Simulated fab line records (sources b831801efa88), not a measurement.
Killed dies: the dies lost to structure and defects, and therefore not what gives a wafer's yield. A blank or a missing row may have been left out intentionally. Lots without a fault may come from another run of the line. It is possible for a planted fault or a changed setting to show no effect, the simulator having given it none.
fab line records + flow sky130 + part 2 of 2: steps 33 to 45 of 45
record:
- lots: 5
- wafers: 15
- last_day: 50
route steps=708 shown FIELD_ISO@20 NWELL@32 DNWELL@35 PWDE@45
lots untouched by any fault: they come from a run of this same line in which no faults occurred
start_h: hours from the record's opening day to when the first of the lot's shown wafers began + wait_h: how many hours have passed since the lot's step before this one + " repeats the value in the row above + L1.1+2: a row that stands for several wafers + - no value, or no start given + * or withheld: withheld + < > ~ a bound
route shown NAME@n: names a module that has steps shown in the file, with the first one's number in the route + usual: mean/standard deviation of fault-free wafers + same: alike in all rows + chamber/n: place in a boat + sites: per-site readings + _std_site: standard deviation across them + _edge_site: the outer-site mean with the inner-site mean subtracted + radius_mm: how far each site lies from the wafer's centre + mask NAME#n: copy n + behind: the most recent tool/chamber to have shaped the wafer + hold: cause of the lot's hold/its duration in hours/its outcome + device: names the non-switching transistor (n, p or np) + end of line: tests run on the same wafers once the route is complete + where a step has no rows: the recipe by itself + killed: the dies lost at the first sort to structure and to defects; this is not the yield of the wafer + map: a wafer's dies, marking killed ones x, the rest . and places with no die _
set.NAME: the run value of the setting; set.NAME@STEP: its run value at that earlier step + model.NAME: the simulator's own value behind a step, which no gauge read
a table for each step, a row for each wafer; lots at some steps of the route
services: the hour from which a tool's chamber was out of use, counted from the record's first day as start_h (under 0 if before that day), plus the number of hours and why
== steps ==
step: SKY_PWDE_OVL_MEAS_07
usual:
- PWDE_OVL: -0.8/1.3
| lot.wafer | tool       | chamber | start_h | wait_h | PWDE_OVL[nm] |
|-----------|------------|---------|---------|--------|--------------|
| L077.3    | overlay-01 | -       | 82.42   | -      | -0.1         |
| L077.4    | "          | -       | "       | "      | 1.4          |
| L077.5    | "          | -       | "       | "      | 0.0          |
| L089.1    | overlay-01 | -       | 153.11  | -      | -4.1         |
| L089.2    | "          | -       | "       | "      | -2.1         |
| L089.5    | "          | -       | "       | "      | -0.9         |
| L092.1    | overlay-01 | -       | 167.11  | -      | 0.6          |
| L092.5    | "          | -       | "       | "      | 0.0          |
| L092.6    | "          | -       | "       | "      | 0.1          |
| L093.2    | overlay-02 | -       | 179.67  | -      | -2.9         |
| L093.5    | "          | -       | "       | "      | -1.4         |
| L093.6    | "          | -       | "       | "      | -2.2         |
| L096.1    | overlay-02 | -       | 191.40  | -      | -1.1         |
| L096.3    | "          | -       | "       | "      | -1.7         |
| L096.5    | "          | -       | "       | "      | 0.7          |
step: SKY_PWDE_IMPLANT_08
recipe:
- species: B
- energy_kev: 150
- dose_cm2: 3.6e+12
- tilt_deg: withheld
same:
- implant_ion_amu: 11
| lot.wafer  | tool         | chamber | start_h | wait_h |
|------------|--------------|---------|---------|--------|
| L077.3+4+5 | implanter-02 | 0       | 82.50   | 0.1    |
| L089.1+2+5 | implanter-03 | 0       | 153.15  | 0.0    |
| L092.1+5+6 | implanter-03 | 0       | 167.15  | 0.0    |
| L093.2+5+6 | implanter-03 | 0       | 179.72  | 0.0    |
| L096.1+3+5 | implanter-02 | 0       | 191.44  | 0.0    |
step: SKY_PWDE_STRIP_09
recipe:
- chemistry: O2/N2
- power_w: 1400
- pressure_mtorr: 1500
- platen_temp_c: withheld
- o2_flow_sccm: 3000
- n2_flow_sccm: 300
- overash_fraction: 0.5
usual:
- drypump_motor_current_A: 5.8/0.43
- oes_product_au: 0.723/0.0045
- strip_time_to_endpoint_s: 36.95/0.1
| lot.wafer | tool            | chamber | start_h | wait_h | drypump_motor_current_A | oes_product_au | rf_hours_counter_h | strip_time_to_endpoint_s |
|-----------|-----------------|---------|---------|--------|-------------------------|----------------|--------------------|--------------------------|
| L077.3    | plasma_asher-04 | 0       | 82.63   | 0.1    | 5.9                     | 0.720          | -                  | 36.98                    |
| L077.4    | "               | 1       | "       | "      | 5.2                     | 0.717          | -                  | 37.03                    |
| L077.5    | "               | 0       | "       | "      | 5.9                     | 0.722          | -                  | 37.07                    |
| L089.1    | plasma_asher-01 | 1       | 153.30  | 0.1    | 5.3                     | 0.726          | 47                 | 36.95                    |
| L089.2    | "               | 0       | "       | "      | 6.1                     | 0.728          | 47                 | 36.97                    |
| L089.5    | "               | 1       | "       | "      | 5.3                     | 0.730          | -                  | 37.04                    |
| L092.1    | plasma_asher-04 | 0       | 167.30  | 0.1    | 6.0                     | 0.725          | 45                 | 36.89                    |
| L092.5    | "               | 1       | "       | "      | 5.2                     | 0.719          | -                  | 36.91                    |
| L092.6    | "               | 0       | "       | "      | 6.0                     | 0.712          | -                  | 36.89                    |
| L093.2    | plasma_asher-02 | 1       | 179.85  | 0.1    | 5.8                     | 0.724          | 6                  | 36.93                    |
| L093.5    | "               | 0       | "       | "      | 6.5                     | 0.725          | -                  | 37.00                    |
| L093.6    | "               | 1       | "       | "      | 5.8                     | 0.729          | -                  | 36.97                    |
| L096.1    | plasma_asher-02 | 0       | 191.59  | 0.1    | 6.5                     | 0.726          | 7                  | 37.17                    |
| L096.3    | "               | 1       | "       | "      | 5.8                     | 0.727          | -                  | 37.15                    |
| L096.5    | "               | 0       | "       | "      | 6.5                     | 0.732          | -                  | 37.14                    |
step: SKY_PWDE_TW_MEAS_10
usual:
- PWDE_TW: 374/3.3
| lot.wafer | tool          | chamber | start_h | wait_h | PWDE_TW |
|-----------|---------------|---------|---------|--------|---------|
| L077.3    | film_metro-04 | -       | 82.72   | 0.1    | 375     |
| L077.4    | "             | -       | "       | "      | 374     |
| L077.5    | "             | -       | "       | "      | 375     |
| L089.1    | film_metro-04 | -       | 153.40  | 0.1    | 376     |
| L089.2    | "             | -       | "       | "      | 377     |
| L089.5    | "             | -       | "       | "      | 378     |
| L092.1    | film_metro-04 | -       | 167.40  | 0.1    | 377     |
| L092.5    | "             | -       | "       | "      | 373     |
| L092.6    | "             | -       | "       | "      | 376     |
| L093.2    | film_metro-01 | -       | 179.96  | 0.1    | 368     |
| L093.5    | "             | -       | "       | "      | 372     |
| L093.6    | "             | -       | "       | "      | 370     |
| L096.1    | film_metro-01 | -       | 191.69  | 0.1    | 372     |
| L096.3    | "             | -       | "       | "      | 371     |
| L096.5    | "             | -       | "       | "      | 369     |
step: SKY_NWELL_DEHYDRATE_03
recipe:
- temp_c: 200
- time_s: 60
| lot.wafer  | tool           | chamber | start_h | wait_h |
|------------|----------------|---------|---------|--------|
| L077.3+4+5 | litho_track-02 | 0       | 89.57   | 6.8    |
| L089.1+2+5 | litho_track-01 | 0       | 163.41  | 10.0   |
| L092.1+5+6 | litho_track-01 | 0       | 176.76  | 9.4    |
| L093.2+5+6 | litho_track-01 | 0       | 190.24  | 10.3   |
| L096.1+3+5 | litho_track-02 | 0       | 201.62  | 9.9    |
step: SKY_NWELL_HMDS_04
recipe:
- prime_time_s: 60
- prime_temp_c: 120
| lot.wafer  | tool           | chamber | start_h | wait_h |
|------------|----------------|---------|---------|--------|
| L077.3+4+5 | litho_track-02 | 0       | 89.72   | 0.1    |
| L089.1+2+5 | litho_track-01 | 0       | 163.56  | 0.1    |
| L092.1+5+6 | litho_track-01 | 0       | 176.91  | 0.1    |
| L093.2+5+6 | litho_track-01 | 0       | 190.39  | 0.1    |
| L096.1+3+5 | litho_track-02 | 0       | 201.77  | 0.1    |
step: SKY_NWELL_COAT_05
recipe:
- spin_rpm: 2000
- resist_thk_nm: 3000
usual:
- spin_speed_rpm: 2000.2/1.7
| lot.wafer | tool           | chamber | start_h | wait_h | spin_speed_rpm |
|-----------|----------------|---------|---------|--------|----------------|
| L077.3    | litho_track-02 | 0       | 89.87   | 0.1    | 2001.4         |
| L077.4    | "              | 0       | "       | "      | 2000.9         |
| L077.5    | "              | 0       | "       | "      | 2000.7         |
| L089.1    | litho_track-01 | 0       | 163.71  | 0.1    | 2003.1         |
| L089.2    | "              | 0       | "       | "      | 2000.8         |
| L089.5    | "              | 0       | "       | "      | 1995.6         |
| L092.1    | litho_track-01 | 0       | 177.06  | 0.1    | 2000.8         |
| L092.5    | "              | 0       | "       | "      | 1998.2         |
| L092.6    | "              | 0       | "       | "      | 1998.5         |
| L093.2    | litho_track-01 | 0       | 190.54  | 0.1    | 2001.2         |
| L093.5    | "              | 0       | "       | "      | 1998.8         |
| L093.6    | "              | 0       | "       | "      | 2001.6         |
| L096.1    | litho_track-02 | 0       | 201.92  | 0.1    | 1999.9         |
| L096.3    | "              | 0       | "       | "      | 1998.2         |
| L096.5    | "              | 0       | "       | "      | 1999.2         |
step: SKY_NWELL_SOFTBAKE_06
recipe:
- temp_c: 110
- time_s: withheld
| lot.wafer  | tool           | chamber | start_h | wait_h |
|------------|----------------|---------|---------|--------|
| L077.3+4+5 | litho_track-02 | 0       | 90.03   | 0.1    |
| L089.1+2+5 | litho_track-01 | 0       | 163.86  | 0.1    |
| L092.1+5+6 | litho_track-01 | 0       | 177.21  | 0.1    |
| L093.2+5+6 | litho_track-01 | 0       | 190.70  | 0.1    |
| L096.1+3+5 | litho_track-02 | 0       | 202.07  | 0.1    |
step: SKY_NWELL_EXPOSE_07
recipe:
- mask_id: NWM
- na: 0.6
- source_shape: conventional
- sigma_outer: 0.6
- polarization: unpolarized
- target_cd_nm: 840
- dose_mj: 255
usual:
- stage_vel_mm_s: 500.05/0.24
same:
- na: 0.6
| lot.wafer | tool             | chamber | start_h | wait_h | mask  | stage_vel_mm_s |
|-----------|------------------|---------|---------|--------|-------|----------------|
| L077.3    | iline_stepper-02 | 0       | -       | -      | NWM#0 | 500.15         |
| L077.4    | "                | 0       | "       | "      | NWM#0 | 500.40         |
| L077.5    | "                | 0       | "       | "      | NWM#0 | 500.25         |
| L089.1    | iline_stepper-02 | 0       | -       | -      | NWM#0 | 500.37         |
| L089.2    | "                | 0       | "       | "      | NWM#0 | 500.23         |
| L089.5    | "                | 0       | "       | "      | NWM#0 | 500.19         |
| L092.1    | iline_stepper-01 | 0       | -       | -      | NWM#0 | 499.91         |
| L092.5    | "                | 0       | "       | "      | NWM#0 | 500.12         |
| L092.6    | "                | 0       | "       | "      | NWM#0 | 499.85         |
| L093.2    | iline_stepper-01 | 0       | -       | -      | NWM#0 | 499.87         |
| L093.5    | "                | 0       | "       | "      | NWM#0 | 500.04         |
| L093.6    | "                | 0       | "       | "      | NWM#0 | 499.79         |
| L096.1    | iline_stepper-02 | 0       | -       | -      | NWM#0 | 499.89         |
| L096.3    | "                | 0       | "       | "      | NWM#0 | 499.76         |
| L096.5    | "                | 0       | "       | "      | NWM#0 | 499.67         |
step: SKY_NWELL_PEB_08
recipe:
- temp_c: 115
- time_s: withheld
| lot.wafer  | tool           | chamber | start_h | wait_h |
|------------|----------------|---------|---------|--------|
| L077.3+4+5 | litho_track-01 | 0       | -       | -      |
| L089.1+2+5 | litho_track-01 | 0       | -       | -      |
| L092.1+5+6 | litho_track-04 | 0       | -       | -      |
| L093.2+5+6 | litho_track-02 | 0       | -       | -      |
| L096.1+3+5 | litho_track-02 | 0       | -       | -      |
step: SKY_NWELL_DEVELOP_09
recipe:
- wall_angle_deg: 90
- developer: TMAH
- develop_time_s: 60
- dev_temp_c: 23
| lot.wafer  | tool           | chamber | start_h | wait_h |
|------------|----------------|---------|---------|--------|
| L077.3+4+5 | litho_track-01 | 0       | -       | -      |
| L089.1+2+5 | litho_track-01 | 0       | -       | -      |
| L092.1+5+6 | litho_track-04 | 0       | -       | -      |
| L093.2+5+6 | litho_track-02 | 0       | -       | -      |
| L096.1+3+5 | litho_track-02 | 0       | -       | -      |
step: SKY_NWELL_OVL_MEAS_10
usual:
- NWELL_00_OVL: 0.9/1.8
| lot.wafer | tool       | chamber | start_h | wait_h | NWELL_00_OVL[nm] |
|-----------|------------|---------|---------|--------|------------------|
| L077.3    | overlay-01 | -       | 98.47   | -      | 4.8              |
| L077.4    | "          | -       | "       | "      | 2.7              |
| L077.5    | "          | -       | "       | "      | 2.4              |
| L089.1    | overlay-01 | -       | 173.56  | -      | 4.7              |
| L089.2    | "          | -       | "       | "      | 3.1              |
| L089.5    | "          | -       | "       | "      | 3.0              |
| L092.1    | overlay-01 | -       | 188.25  | -      | -0.4             |
| L092.5    | "          | -       | "       | "      | -1.0             |
| L092.6    | "          | -       | "       | "      | 0.0              |
| L093.2    | overlay-02 | -       | 200.97  | -      | -0.7             |
| L093.5    | "          | -       | "       | "      | -1.2             |
| L093.6    | "          | -       | "       | "      | 0.2              |
| L096.1    | overlay-01 | -       | 213.77  | -      | 0.5              |
| L096.3    | "          | -       | "       | "      | -0.8             |
| L096.5    | "          | -       | "       | "      | -1.0             |
step: SKY_NWELL_IMPLANT_11
recipe:
- species: P
- energy_kev: 400
- dose_cm2: 1.9e+13
- tilt_deg: withheld
same:
- implant_ion_amu: 31
| lot.wafer  | tool         | chamber | start_h | wait_h |
|------------|--------------|---------|---------|--------|
| L077.3+4+5 | implanter-02 | 0       | 98.55   | 0.1    |
| L089.1+2+5 | implanter-01 | 0       | 173.60  | 0.0    |
| L092.1+5+6 | implanter-02 | 0       | 188.29  | 0.0    |
| L093.2+5+6 | implanter-02 | 0       | 201.03  | 0.0    |
| L096.1+3+5 | implanter-01 | 0       | 213.82  | 0.0    |
== services ==
| tool             | chamber | start_h | hours | kind   |
|------------------|---------|---------|-------|--------|
| hdpcvd-02        | -       | 21.49   | 6.0   | pm     |
| cmp-01           | -       | 24.05   | 1.1   | repair |
| iline_stepper-02 | -       | 28.66   | 1.7   | pm     |
| plasma_asher-01  | -       | 34.94   | 1.1   | repair |
| cmp-01           | -       | 51.42   | 2.6   | repair |
| cmp-01           | -       | 56.91   | 2.5   | repair |
| cmp-01           | -       | 63.52   | 0.3   | repair |
| plasma_asher-01  | -       | 64.96   | 1.6   | repair |
| iline_stepper-02 | -       | 66.40   | 0.7   | repair |
| furnace-02       | -       | 70.83   | 3.0   | pm     |
| furnace-01       | -       | 74.23   | 3.1   | pm     |
| cmp-01           | -       | 85.51   | 2.0   | repair |
| plasma_asher-02  | -       | 94.73   | 0.6   | repair |
| plasma_asher-01  | -       | 95.22   | 2.8   | pm     |
| wet_bench-01     | -       | 99.74   | 2.2   | repair |
| plasma_asher-02  | -       | 108.75  | 9.0   | pm     |
| plasma_asher-02  | -       | 111.51  | 10.1  | repair |
| implanter-02     | -       | 128.96  | 1.2   | repair |
| implanter-02     | -       | 129.44  | 2.6   | repair |
| furnace-02       | -       | 164.66  | 3.1   | repair |
| iline_stepper-01 | -       | 169.16  | 1.7   | pm     |
| furnace-02       | -       | 187.39  | 3.8   | pm     |
| furnace-01       | -       | 196.82  | 5.0   | pm     |
| implanter-02     | -       | 208.53  | 16.3  | pm     |
